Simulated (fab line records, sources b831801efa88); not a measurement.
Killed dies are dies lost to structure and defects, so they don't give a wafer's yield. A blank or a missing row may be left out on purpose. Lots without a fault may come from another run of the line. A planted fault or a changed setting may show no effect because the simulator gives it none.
fab line records | flow sky130
record lots=6 wafers=18 last_day=50
route steps=708 shown METAL5@664
lots that met no fault: from a run of the same line without faults
start_h: hours from the record's first day to the start of the lot's first wafer shown | wait_h: hours since the lot's step before | " the same as in the row above | L1.1+2: a row that stands for several wafers | - no value, or no start given | * or withheld: withheld | < > ~ a bound
route shown NAME@n: a module of which the file shows steps, and the number in the route of the first | usual: mean/standard deviation of fault-free wafers | same: alike in all rows | chamber/n: place in a boat | sites: the reading at each site | _std_site: their standard deviation | _edge_site: outer sites' mean less inner sites' | radius_mm: how far each site lies from the wafer's centre | mask NAME#n: copy n | behind: the tool/chamber that last shaped the wafer | hold: why the lot was held/for how many hours/how that ended | device: the transistor (n, p or np) that didn't switch | end of line: the same wafers' tests at the end of the route | a step without rows: its recipe alone | killed: dies lost to structure and defects at the first sort, not the wafer's yield | map: a wafer's dies, x killed, . not, _ none there
set.NAME: the setting as run; set.NAME@STEP: as run at that earlier step | model.NAME: the simulator's own value behind a step, which no gauge read
lots at some steps of the route; a table a step, a row a wafer
services: from which hour (start_h, from the record's first day; less than 0 if before it) a tool's chamber was out of use, for how many hours, and why
## steps
# step SKY_METAL5_SPUTTER_03
# recipe material=Ti target_thk_nm=5 power_w=3000 time_s=3.3 chamber_pressure_pa=0.4
# usual throttle_valve_pct=29.9/0.86
# columns lot.wafer tool chamber start_h wait_h throttle_valve_pct
L103.3 pvd_sputter-02 - 1031.72 0.0 29.9
L103.5 " - " " 29.4
L103.6 " - " " 31.4
L114.1 pvd_sputter-01 - 1106.40 0.0 29.7
L114.3 " - " " 30.5
L114.6 " - " " 30.6
L115.2 pvd_sputter-01 - 1108.39 0.0 30.4
L115.4 " - " " 30.3
L115.5 " - " " 29.5
L116.4 pvd_sputter-04 - 1118.75 0.0 29.4
L116.5 " - " " 29.9
L116.6 " - " " 29.0
L120.1 pvd_sputter-02 - 1135.64 0.0 30.7
L120.2 " - " " 31.3
L120.3 " - " " 29.7
L123.1 pvd_sputter-01 - 1154.03 0.0 28.8
L123.2 " - " " 30.6
L123.3 " - " " 30.7
# step SKY_METAL5_SPUTTER_04
# recipe material=TiN target_thk_nm=70 power_w=6500 time_s=58.3 chamber_pressure_pa=0.4
# usual throttle_valve_pct=29.9/0.86
# columns lot.wafer tool chamber start_h wait_h throttle_valve_pct
L103.3 pvd_sputter-02 - 1031.74 0.0 29.6
L103.5 " - " " 29.7
L103.6 " - " " 31.6
L114.1 pvd_sputter-01 - 1106.42 0.0 29.6
L114.3 " - " " 30.4
L114.6 " - " " 30.5
L115.2 pvd_sputter-01 - 1108.40 0.0 30.4
L115.4 " - " " 30.4
L115.5 " - " " 29.5
L116.4 pvd_sputter-04 - 1118.79 0.0 29.4
L116.5 " - " " 29.8
L116.6 " - " " 29.0
L120.1 pvd_sputter-02 - 1135.65 0.0 30.7
L120.2 " - " " 31.4
L120.3 " - " " 29.8
L123.1 pvd_sputter-01 - 1154.05 0.0 29.3
L123.2 " - " " 30.6
L123.3 " - " " 30.7
# step SKY_METAL5_RS_MEAS_05
# recipe thk_meas_gauge=four-point-probe reads=TiN_of_METAL5_SPUTTER_04+Ti_of_METAL5_SPUTTER_03+AlCu_of_METAL5_SPUTTER_02+TiN_of_METAL5_SPUTTER_01+Ti_of_METAL5_SPUTTER_00
# usual METAL5_ALCU_RS=0.0271/0.00034
# columns lot.wafer tool chamber start_h wait_h METAL5_ALCU_RS[ohm/sq]
L103.3 film_metro-03 - 1031.83 0.1 0.0269
L103.5 " - " " 0.0271
L103.6 " - " " 0.0278
L114.1 film_metro-03 - 1106.47 0.0 0.0272
L114.3 " - " " 0.0270
L114.6 " - " " 0.0273
L115.2 film_metro-01 - 1108.47 0.0 0.0274
L115.4 " - " " 0.0274
L115.5 " - " " 0.0272
L116.4 film_metro-01 - 1118.87 0.1 0.0279
L116.5 " - " " 0.0273
L116.6 " - " " 0.0272
L120.1 film_metro-01 - 1135.70 0.0 0.0272
L120.2 " - " " 0.0278
L120.3 " - " " 0.0272
L123.1 film_metro-03 - 1154.10 0.0 0.0267
L123.2 " - " " 0.0271
L123.3 " - " " 0.0271
# step SKY_METAL5_THK_MEAS_06
# recipe thk_meas_gauge=xrf reads=AlCu_of_METAL5_SPUTTER_02
# usual METAL5_ALCU_THK=1152/15
# columns lot.wafer tool chamber start_h wait_h METAL5_ALCU_THK[nm]
L103.3 film_metro-03 - 1031.93 0.1 1167
L103.5 " - " " 1158
L103.6 " - " " 1136
L114.1 film_metro-03 - 1106.59 0.1 1163
L114.3 " - " " 1159
L114.6 " - " " 1150
L115.2 film_metro-01 - 1108.58 0.1 1137
L115.4 " - " " 1132
L115.5 " - " " 1147
L116.4 film_metro-01 - 1118.96 0.1 1110
L116.5 " - " " 1138
L116.6 " - " " 1147
L120.1 film_metro-01 - 1135.82 0.1 1147
L120.2 " - " " 1123
L120.3 " - " " 1155
L123.1 film_metro-03 - 1154.22 0.1 1190
L123.2 " - " " 1161
L123.3 " - " " 1158
# step SKY_METAL5_DEHYDRATE_07
# recipe temp_c=200 time_s=60
# step SKY_METAL5_HMDS_08
# recipe prime_time_s=60 prime_temp_c=120
# step SKY_METAL5_COAT_09
# recipe resist=NOVOLAK spin_rpm=3000 resist_thk_nm=1800
# step SKY_METAL5_SOFTBAKE_10
# recipe temp_c=90 time_s=60 resist=NOVOLAK
# step SKY_METAL5_EXPOSE_11
# recipe mask_id=MM5 na=0.6 source_shape=conventional sigma_outer=0.6 polarization=unpolarized target_cd_nm=1600 dose_mj=190
# step SKY_METAL5_PEB_12
# recipe temp_c=withheld time_s=* resist=NOVOLAK
# step SKY_METAL5_DEVELOP_13
# recipe resist=NOVOLAK developer=TMAH develop_time_s=60 dev_temp_c=23
# step SKY_METAL5_DESCUM_14
# recipe chemistry=O2 source_power_w=150 bias_power_w=0 pressure_mtorr=10 temp_c=40 time_s=11
# usual drypump_motor_current_A=6.1/0.33 oes_product_au=0.992/0.015
# same bias_power_w=0
# columns lot.wafer tool chamber start_h wait_h drypump_motor_current_A oes_product_au rf_hours_counter_h
L103.3 rie_metal-04 0 1054.06 0.1 5.6 0.993 -
L103.5 " 0 " " 5.6 0.981 -
L103.6 " 1 " " 6.5 1.001 -
L114.1 rie_metal-01 1 1126.27 0.1 6.3 1.003 20
L114.3 " 1 " " 6.4 1.006 -
L114.6 " 0 " " 6.2 0.999 -
L115.2 rie_metal-01 1 1128.52 0.1 6.4 1.006 20
L115.4 " 0 " " 6.1 0.994 -
L115.5 " 1 " " 6.5 1.009 -
L116.4 rie_metal-01 1 1138.34 0.1 6.5 1.014 -
L116.5 " 1 " " 6.4 1.015 -
L116.6 " 0 " " 6.1 0.985 -
L120.1 rie_metal-03 1 1154.67 0.1 5.7 0.997 13
L120.2 " 0 " " 6.0 0.976 19
L120.3 " 0 " " 6.0 0.986 -
L123.1 rie_metal-03 1 1172.32 0.1 5.7 0.989 15
L123.2 " 0 " " 6.0 0.979 21
L123.3 " 0 " " 6.0 0.978 -
# step SKY_METAL5_METAL_ETCH_15
# recipe target_depth_a=12600 stop_on=SiO2 over_etch_frac=0.2 time_s=252 chemistry=Cl2/BCl3 resist_sidewall_deg=86 pressure_mtorr=10 icp_w=900 bias_w=48.5 Cl2_flow_sccm=60 bcl3_flow_sccm=30
# usual bias_w=48.49/0.14 drypump_motor_current_A=6.1/0.33 oes_product_au=0.893/0.0055 throttle_valve_pct=22.263/0.0087
# columns lot.wafer tool chamber start_h wait_h bias_w drypump_motor_current_A oes_product_au rf_hours_counter_h throttle_valve_pct model.NOVOLAK_of_METAL5_COAT_09.thk_nm model.SiO2_of_VIA4_HDPCVD_00.thk_nm
L103.3 rie_metal-04 0 1054.16 0.1 48.53 5.6 0.889 - 22.263 1052 549.6
L103.5 " 0 " " 48.44 5.6 0.889 - 22.259 1054 551.3
L103.6 " 1 " " 48.31 6.6 0.893 - 22.264 1039 548.6
L114.1 rie_metal-01 1 1126.31 0.0 48.49 6.4 0.892 20 22.260 1020 548.1
L114.3 " 1 " " 48.49 6.4 0.890 - 22.266 1019 548
L114.6 " 0 " " 48.25 6.2 0.898 - 22.261 1039 549.6
L115.2 rie_metal-01 1 1128.56 0.0 55.57 6.3 0.906 20 22.253 967.7 544.6
L115.4 " 0 " " 55.99 6.2 0.890 - 22.251 997 545.6
L115.5 " 1 " " 55.97 6.4 0.900 - 22.250 974.7 544.5
L116.4 rie_metal-01 1 1138.44 0.1 56.09 6.4 0.885 - 22.280 967.3 545.7
L116.5 " 1 " " 56.21 6.4 0.894 - 22.269 975.1 546
L116.6 " 0 " " 55.86 6.2 0.891 - 22.268 999.3 545.6
L120.1 rie_metal-03 1 1154.71 0.0 48.67 5.7 0.884 13 22.247 1045 548.9
L120.2 " 0 " " 48.45 6.0 0.890 19 22.250 1068 548.9
L120.3 " 0 " " 48.38 6.0 0.892 - 22.260 1060 550.2
L123.1 rie_metal-03 1 1172.35 0.0 48.57 5.7 0.897 15 22.270 1053 549.7
L123.2 " 0 " " 48.22 6.0 0.888 21 22.265 1056 551
L123.3 " 0 " " 48.39 6.0 0.901 - 22.276 1055 550.6
# step SKY_METAL5_STRIP_16
# recipe chemistry=O2/N2 power_w=1400 pressure_mtorr=1500 platen_temp_c=withheld o2_flow_sccm=3000 n2_flow_sccm=300 overash_fraction=0.5
# usual drypump_motor_current_A=5.7/0.39 n2_flow_sccm=300.0/0.9 oes_product_au=0.710/0.0049 strip_time_to_endpoint_s=13.15/0.2
# columns lot.wafer tool chamber start_h wait_h drypump_motor_current_A n2_flow_sccm oes_product_au rf_hours_counter_h strip_time_to_endpoint_s
L103.3 plasma_asher-01 1 1054.35 0.1 5.4 300.5 0.710 - 13.24
L103.5 " 0 " " 6.0 301.1 0.718 - 13.29
L103.6 " 1 " " 5.4 300.0 0.704 - 13.13
L114.1 plasma_asher-01 1 1126.54 0.2 5.5 299.3 0.719 98 12.88
L114.3 " 0 " " 6.0 300.1 0.718 - 12.88
L114.6 " 1 " " 5.4 300.1 0.712 - 13.10
L115.2 plasma_asher-02 1 1128.79 0.2 6.2 300.0 0.709 37 12.35
L115.4 " 0 " " 5.1 300.2 0.712 - 12.70
L115.5 " 0 " " 5.1 299.5 0.708 - 12.44
L116.4 plasma_asher-01 1 1138.63 0.1 5.5 300.9 0.710 - 12.35
L116.5 " 1 " " 5.5 301.4 0.703 - 12.45
L116.6 " 0 " " 6.0 300.0 0.718 - 12.73
L120.1 plasma_asher-02 1 1154.94 0.2 6.2 299.6 0.708 40 13.20
L120.2 " 0 " " 5.1 300.8 0.704 40 13.44
L120.3 " 0 " " 5.1 300.5 0.710 - 13.35
L123.1 plasma_asher-01 0 1172.59 0.2 5.9 300.0 0.709 103 13.26
L123.2 " 1 " " 5.5 300.1 0.705 103 13.28
L123.3 " 0 " " 5.9 301.9 0.710 - 13.28
# step SKY_METAL5_STRIP_17
# recipe chemistry=post_etch_residue_remover time_s=1200 temp_c=72.5
## services
# columns tool chamber start_h hours kind
pvd_sputter-04 - 1021.23 0.9 repair
pvd_sputter-04 2 1052.83 - consumable_replace:kit
pvd_sputter-04 2 1052.83 18.0 scheduled_down
pvd_sputter-01 1 1060.05 - consumable_replace:kit
pvd_sputter-01 1 1060.05 18.0 scheduled_down
pvd_sputter-01 1 1060.05 18.0 vent_cycle
rie_metal-01 - 1064.44 0.4 repair
pvd_sputter-01 - 1073.97 2.6 repair
plasma_asher-01 - 1077.46 1.1 repair
rie_metal-01 0 1079.75 - clean
rie_metal-01 0 1079.75 26.0 scheduled_down
rie_metal-01 0 1079.75 26.0 vent_cycle
pvd_sputter-02 2 1082.70 - consumable_replace:kit
pvd_sputter-02 2 1082.70 18.0 scheduled_down
pvd_sputter-02 2 1082.70 18.0 vent_cycle
pvd_sputter-02 - 1098.74 11.5 repair
rie_metal-04 - 1099.95 1.4 pm
pvd_sputter-02 - 1104.16 4.2 repair
pvd_sputter-01 - 1111.15 2.8 repair
rie_metal-01 1 1164.80 3.8 repair
pvd_sputter-01 0 1167.73 - consumable_replace:kit
pvd_sputter-01 0 1167.73 18.0 scheduled_down
pvd_sputter-01 0 1167.73 18.0 vent_cycle
pvd_sputter-02 - 1168.14 4.0 repair
## key
first_sign step=SKY_METAL5_METAL_ETCH_15 reading=bias_w direction=up sigmas=53 usual=48.49 struck=55.95
effect step=SKY_METAL5_STRIP_16 reading=strip_time_to_endpoint_s direction=down sigmas=3.3 usual=* struck=*
model_effect step=SKY_METAL5_METAL_ETCH_15 value=NOVOLAK_of_METAL5_COAT_09.thk_nm without=1028 struck=980.2
met_at SKY_METAL5_METAL_ETCH_15
struck_wafers L115.2,L115.4,L115.5,L116.4,L116.5,L116.6
onset_between 1126.31 1128.56
fault kind=process_parameter_drift tool=rie_metal-01 chamber=- onset_h=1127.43 steps=SKY_METAL5_METAL_ETCH_15 channel=bias_w offset=7.4226 shape=step end_h=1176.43 acts_in=these_recipes_only stated=48.5
